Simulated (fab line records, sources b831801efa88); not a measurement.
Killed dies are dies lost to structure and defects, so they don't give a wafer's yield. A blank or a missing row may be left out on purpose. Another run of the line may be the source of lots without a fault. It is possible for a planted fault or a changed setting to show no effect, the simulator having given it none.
The tool behind it: which one? -- flow gf180mcu -- 6 lots (18 wafers sampled), 1 step of a 602-step route

WHAT THE GAUGES READ, wafer by wafer
GF_STI_THK_MEAS_04.
lot,measured,on,STI_CVD_03_THK (nm)
L172,day 2 04:34,film metro-04,205.7 205.1 206.7
L176,day 3 05:10,film metro-04,205.7 207.7 206.4
L178,day 3 13:37,film metro-02,205.3 206.0 205.7
L184,day 4 16:35,film metro-01,209.0 206.7 208.5
L189,day 5 17:34,film metro-04,204.8 203.4 205.1
L191,day 6 03:34,film metro-04,204.5 204.5 203.5

WHICH TOOL RAN EACH LOT (tool, then ch and the chambers of the sampled wafers, then the start)
The record shows no process step preceding these readings.

THE ANSWER, worked out from the rows above alone
Rule: the lots themselves supply what counts as usual. The widest of any qualifying gaps counts: lots, ordered by their means at a reading, are off when they make up no more than a third of the lots, leave a main group of 4 or more, and stand apart from it by 3 or more times the standard deviation of that group's means. Not used: any main group whose means are identical at the precision the tables above print for the reading. Also off: a lot with no number at a reading for which 4 or more lots have one. The other lots that the step has rows for count as sound.
Across all readings shown, no lot is off: no conclusion can be drawn from this.

WHAT HAD BEEN PUT IN BY THE SIMULATOR
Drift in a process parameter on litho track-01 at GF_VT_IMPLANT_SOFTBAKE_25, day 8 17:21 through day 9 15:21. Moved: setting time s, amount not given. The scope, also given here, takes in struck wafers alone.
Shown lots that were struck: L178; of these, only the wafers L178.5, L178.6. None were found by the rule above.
